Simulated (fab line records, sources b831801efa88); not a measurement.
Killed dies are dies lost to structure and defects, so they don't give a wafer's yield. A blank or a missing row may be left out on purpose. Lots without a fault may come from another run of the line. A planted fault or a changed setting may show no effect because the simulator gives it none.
fab line records | flow sky130
record lots=13 wafers=38 last_day=50
route steps=708 shown LDD_HVP@284 METAL4@629 VIA4@657 METAL5@661 PAD_OPEN@708
lots that met no fault: from a run of the same line without faults
start_h: hours from the record's first day to the start of the lot's first wafer shown | wait_h: hours since the lot's step before | " the same as in the row above | L1.1+2: a row that stands for several wafers | - no value, or no start given | * or withheld: withheld | < > ~ a bound
route shown NAME@n: a module of which the file shows steps, and the number in the route of the first | usual: mean/standard deviation of fault-free wafers | same: alike in all rows | chamber/n: place in a boat | sites: the reading at each site | _std_site: their standard deviation | _edge_site: outer sites' mean less inner sites' | radius_mm: how far each site lies from the wafer's centre | mask NAME#n: copy n | behind: the tool/chamber that last shaped the wafer | hold: why the lot was held/for how many hours/how that ended | device: the transistor (n, p or np) that didn't switch | end of line: the same wafers' tests at the end of the route | a step without rows: its recipe alone | killed: dies lost to structure and defects at the first sort, not the wafer's yield | map: a wafer's dies, x killed, . not, _ none there
set.NAME: the setting as run; set.NAME@STEP: as run at that earlier step | model.NAME: the simulator's own value behind a step, which no gauge read
steps of the route over a sample of lots; a table a step, a row a wafer
services: from which hour (start_h, from the record's first day; less than 0 if before it) a tool's chamber was out of use, for how many hours, and why
## steps
# step SKY_LDD_HVP_DEVELOP_06
# recipe resist=NOVOLAK developer=TMAH develop_time_s=60 dev_temp_c=23
# usual developer_temp_C=22.99/0.1
# columns lot.wafer tool chamber start_h wait_h developer_temp_C
L531.1 litho_track-03 0 486.83 0.1 23.05
L531.2 " 0 " " 22.87
L531.3 " 0 " " 23.05
L532.1 litho_track-03 0 502.58 0.1 22.91
L532.2 " 0 " " 22.93
L532.6 " 0 " " 22.73
L534.1 litho_track-02 0 518.39 0.1 23.06
L534.3 " 0 " " 22.96
L534.6 " 0 " " 23.05
L533.2 litho_track-03 0 519.20 0.1 22.85
L533.3 " 0 " " 22.89
L533.5 " 0 " " 22.75
L535.2 litho_track-01 0 524.73 0.1 23.01
L535.4 " 0 " " 23.20
L535.6 " 0 " " 23.20
L536.2 litho_track-01 0 529.48 0.1 22.94
L536.3 " 0 " " 22.76
L536.4 " 0 " " 22.93
L537.1 litho_track-03 0 552.83 0.1 22.86
L537.2 " 0 " " 22.94
L537.4 " 0 " " 22.94
L539.1 litho_track-02 0 563.49 0.1 23.13
L539.5 " 0 " " 22.98
L539.6 " 0 " " 22.96
L540.1 litho_track-01 0 570.25 0.1 22.99
L540.4 " 0 " " 23.18
L540.5 " 0 " " 23.01
L541.1 litho_track-02 0 582.79 0.1 22.96
L541.4 " 0 " " 23.04
L541.6 " 0 " " 23.12
L552.2 litho_track-02 0 669.01 0.1 23.01
L552.5 " 0 " " 23.05
L552.6 " 0 " " 22.99
L551.1 litho_track-03 0 673.73 0.1 22.93
L551.6 " 0 " " 23.19
L553.1 litho_track-01 0 679.86 0.1 23.02
L553.2 " 0 " " 23.12
L553.5 " 0 " " 23.00
# step SKY_METAL4_CD_MEAS_13
# recipe target_cd_nm=300
# usual cd_nm=300.0/1.6
# columns lot.wafer tool chamber start_h wait_h cd_nm
L531.1 cd_sem-01 - 970.66 - 301.2
L531.2 " - " " 299.3
L531.3 " - " " 301.4
L532.1 cd_sem-02 - 981.26 - 300.1
L532.2 " - " " 301.8
L532.6 " - " " 301.0
L534.1 cd_sem-02 - 1015.16 - 298.4
L534.3 " - " " 298.5
L534.6 " - " " 299.5
L535.2 cd_sem-02 - 1016.13 - 300.7
L535.4 " - " " 300.6
L535.6 " - " " 300.3
L533.2 cd_sem-02 - 1016.48 - 300.0
L533.3 " - " " 301.7
L533.5 " - " " 302.2
L536.2 cd_sem-02 - 1018.23 - 297.1
L536.3 " - " " 295.1
L536.4 " - " " 295.3
L537.1 cd_sem-02 - 1020.13 - 298.4
L537.2 " - " " 298.0
L537.4 " - " " 299.1
L539.1 cd_sem-01 - 1028.41 - 299.2
L539.5 " - " " 299.7
L539.6 " - " " 299.8
L540.1 cd_sem-02 - 1033.76 - 300.3
L540.4 " - " " 299.3
L540.5 " - " " 300.5
L541.1 cd_sem-02 - 1046.61 - 302.7
L541.4 " - " " 302.1
L541.6 " - " " 301.7
L552.2 cd_sem-02 - 1111.03 - 299.2
L552.5 " - " " 298.9
L552.6 " - " " 298.1
L551.1 cd_sem-01 - 1112.11 - 299.3
L551.6 " - " " 299.9
L553.1 cd_sem-02 - 1115.03 - 299.5
L553.2 " - " " 299.6
L553.5 " - " " 299.9
# step SKY_VIA4_CVD_18
# recipe material=W target_thk_nm=505 time_s=152.14 temp_c=400 pressure_torr=40
# usual heater_power_w=833/66
# same time_s=152.14
# columns lot.wafer tool chamber start_h wait_h heater_power_w
L531.1 cvd_w-01 0 996.78 0.0 879
L531.2 " 1 " " 898
L531.3 " 1 " " 903
L532.1 cvd_w-01 0 1007.40 0.0 861
L532.2 " 1 " " 899
L532.6 " 1 " " 907
L534.1 cvd_w-02 1 1039.06 0.0 718
L534.3 " 1 " " 737
L534.6 " 0 " " 857
L535.2 cvd_w-02 0 1041.14 0.0 825
L535.4 " 0 " " 842
L535.6 " 1 " " 711
L533.2 cvd_w-01 0 1041.27 0.0 868
L533.3 " 0 " " 868
L533.5 " 1 " " 904
L536.2 cvd_w-02 0 1042.98 0.0 838
L536.3 " 0 " " 833
L536.4 " 1 " " 724
L537.1 cvd_w-02 0 1044.46 0.0 844
L537.2 " 1 " " 751
L537.4 " 1 " " 743
L539.1 cvd_w-01 0 1051.78 0.0 868
L539.5 " 0 " " 880
L539.6 " 1 " " 912
L540.1 cvd_w-01 1 1057.48 0.0 923
L540.4 " 1 " " 896
L540.5 " 0 " " 872
L541.1 cvd_w-01 0 1070.12 0.0 891
L541.4 " 1 " " 898
L541.6 " 0 " " 867
L552.2 cvd_w-01 1 1131.18 0.0 902
L552.5 " 0 " " 874
L552.6 " 1 " " 892
L551.1 cvd_w-02 0 1132.76 0.0 835
L551.6 " 1 " " 724
L553.1 cvd_w-01 1 1136.02 0.0 907
L553.2 " 0 " " 866
L553.5 " 1 " " 892
# step SKY_METAL5_SPUTTER_00
# recipe material=Ti target_thk_nm=15 power_w=3000 time_s=10 chamber_pressure_pa=0.4
# usual throttle_valve_pct=30.1/1.3
# same time_s=10
# columns lot.wafer tool chamber start_h wait_h throttle_valve_pct
L531.1 pvd_sputter-03 - 997.41 0.1 29.3
L531.2 " - " " 29.5
L531.3 " - " " 28.7
L532.1 pvd_sputter-04 - 1008.03 0.2 28.4
L532.2 " - " " 31.1
L532.6 " - " " 28.6
L534.1 pvd_sputter-02 - 1039.69 0.1 28.8
L534.3 " - " " 29.6
L534.6 " - " " 29.7
L535.2 pvd_sputter-04 - 1041.77 0.2 32.3
L535.4 " - " " 30.3
L535.6 " - " " 30.3
L533.2 pvd_sputter-02 - 1041.90 0.2 29.3
L533.3 " - " " 28.7
L533.5 " - " " 29.5
L536.2 pvd_sputter-04 - 1043.61 0.2 32.4
L536.3 " - " " 28.5
L536.4 " - " " 31.4
L537.1 pvd_sputter-04 - 1045.09 0.2 32.2
L537.2 " - " " 30.3
L537.4 " - " " 28.5
L539.1 pvd_sputter-04 - 1052.41 0.2 32.5
L539.5 " - " " 28.7
L539.6 " - " " 30.2
L540.1 pvd_sputter-02 - 1058.12 0.2 28.8
L540.4 " - " " 29.3
L540.5 " - " " 29.1
L541.1 pvd_sputter-04 - 1070.75 0.1 31.4
L541.4 " - " " 30.6
L541.6 " - " " 28.5
L552.2 pvd_sputter-03 - 1131.81 0.1 29.1
L552.5 " - " " 30.9
L552.6 " - " " 29.4
L551.1 pvd_sputter-03 - 1133.39 0.1 28.8
L551.6 " - " " 30.6
L553.1 pvd_sputter-03 - 1136.68 0.2 28.7
L553.2 " - " " 30.8
L553.5 " - " " 30.9
# step SKY_PAD_OPEN_PROBE_99
# usual killed_at_M0_to_M3=43/7.2 killed_at_M4_up=3.3/1.8 killed_at_contacts=23/5.5 killed_at_front_end=16/5.1 killed_at_other=0.4/0.65 killed_dies=85/10 killed_open=46/7.1 killed_short=38/7.2
# same gross_dies=492 killed_at_back_side=0
# columns lot.wafer tool chamber start_h wait_h killed_at_M0_to_M3 killed_at_M4_up killed_at_contacts killed_at_front_end killed_at_other killed_dies killed_open killed_short
L540.1 prober-02 - 1122.98 0.1 41 3 26 24 2 96 49 46
L540.4 prober-02 - 1123.13 0.2 31 7 22 26 1 87 50 34
L540.5 prober-02 - 1123.18 0.2 43 2 22 22 0 89 42 44
L551.1 prober-02 - 1189.35 0.1 47 7 22 10 1 87 41 46
L551.6 prober-02 - 1189.60 0.2 49 3 34 45 0 131 70 32
# killed by level:class
L540.1 LI_CONTACT:geometric_particle:open=11 VIA1:geometric_particle:open=10 METAL1:geometric_particle:short=7 VIA3:geometric_particle:open=6 CONTACT:geometric_particle:open=6 POLY_GATE:geometric_particle:open=5 LOCAL_INTERCONNECT:geometric_particle:short=5 POLY_GATE:geometric_particle:short=4
L540.4 CONTACT:geometric_particle:open=11 FIELD_ISO:geometric_particle:short=9 VIA3:geometric_particle:open=9 LI_CONTACT:geometric_particle:open=7 VIA1:geometric_particle:open=6 FIELD_ISO:geometric_particle:open=5 METAL2:geometric_particle:short=5 VIA2:geometric_particle:short=4
L540.5 LI_CONTACT:geometric_particle:open=8 VIA1:geometric_particle:open=8 METAL2:geometric_particle:short=7 VIA2:geometric_particle:open=7 FIELD_ISO:geometric_particle:short=6 POLY_GATE:geometric_particle:short=5 LOCAL_INTERCONNECT:geometric_particle:short=5 FIELD_ISO:geometric_particle:open=4
L551.1 METAL1:geometric_particle:short=11 CONTACT:geometric_particle:open=10 VIA1:geometric_particle:open=9 VIA3:geometric_particle:open=6 METAL2:geometric_particle:short=6 LOCAL_INTERCONNECT:geometric_particle:short=5 POLY_GATE:geometric_particle:short=4 VIA1:geometric_particle:short=4
L551.6 LDD_HVP:area_develop=29 VIA1:geometric_particle:open=15 CONTACT:geometric_particle:open=14 LI_CONTACT:geometric_particle:open=12 FIELD_ISO:geometric_particle:open=8 METAL1:geometric_particle:short=8 VIA3:geometric_particle:open=5 VIA2:geometric_particle:open=5
## services
# columns tool chamber start_h hours kind
cvd_w-01 - 496.17 2.3 repair
pvd_sputter-04 - 520.59 2.7 repair
pvd_sputter-04 - 529.34 2.4 repair
cvd_w-02 0 588.56 4.7 repair
pvd_sputter-04 - 599.15 6.5 repair
pvd_sputter-04 - 617.43 1.1 repair
cvd_w-02 0 619.97 2.6 repair
cvd_w-01 1 644.59 24.0 repair
pvd_sputter-02 - 648.21 1.8 repair
cvd_w-01 - 682.53 2.8 pm
pvd_sputter-02 - 728.96 2.8 repair
cvd_w-02 0 731.36 2.1 repair
cvd_w-02 0 811.66 13.0 repair
pvd_sputter-03 - 845.99 1.8 repair
pvd_sputter-04 - 849.94 0.6 repair
pvd_sputter-03 - 860.65 6.5 repair
cvd_w-02 - 904.00 14.0 pm
pvd_sputter-03 - 915.60 8.7 repair
cvd_w-01 - 935.77 5.5 repair
pvd_sputter-04 - 977.48 24.5 repair
cvd_w-01 - 979.20 0.8 repair
cvd_w-02 - 1100.58 0.4 repair
pvd_sputter-03 - 1106.87 4.9 repair
pvd_sputter-03 - 1126.78 3.5 repair
## key
first_sign step=SKY_PAD_OPEN_PROBE_99 reading=killed_at_front_end direction=up sigmas=5.7 usual=16 struck=45
effect step=SKY_PAD_OPEN_PROBE_99 reading=killed_dies direction=up sigmas=4.5 usual=85 struck=131
more_kills_born_at SKY_LDD_HVP_DEVELOP_06@litho_track-03=29
met_at SKY_LDD_HVP_DEVELOP_06
struck_lots L551
struck_wafers L551.6
tester_left_out L551
not_acting_at SKY_METAL4_CD_MEAS_13,SKY_VIA4_CVD_18,SKY_METAL5_SPUTTER_00
onset_between 552.83 673.73
fault kind=process_parameter_drift tool=litho_track-03 chamber=- onset_h=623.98 steps=SKY_LDD_HVP_DEVELOP_06 channel=develop_time_s offset=* shape=step end_h=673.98 scope=struck_wafers_only acts_in=* stated=*
# tester_left_out: of these lots the tester's yield and bins aren't shown, on N5 and GAA mostly nor the transistor test; their killed dies are dies lost to structure and defects alone, not to doping, threshold or leakage, so they don't give the yield
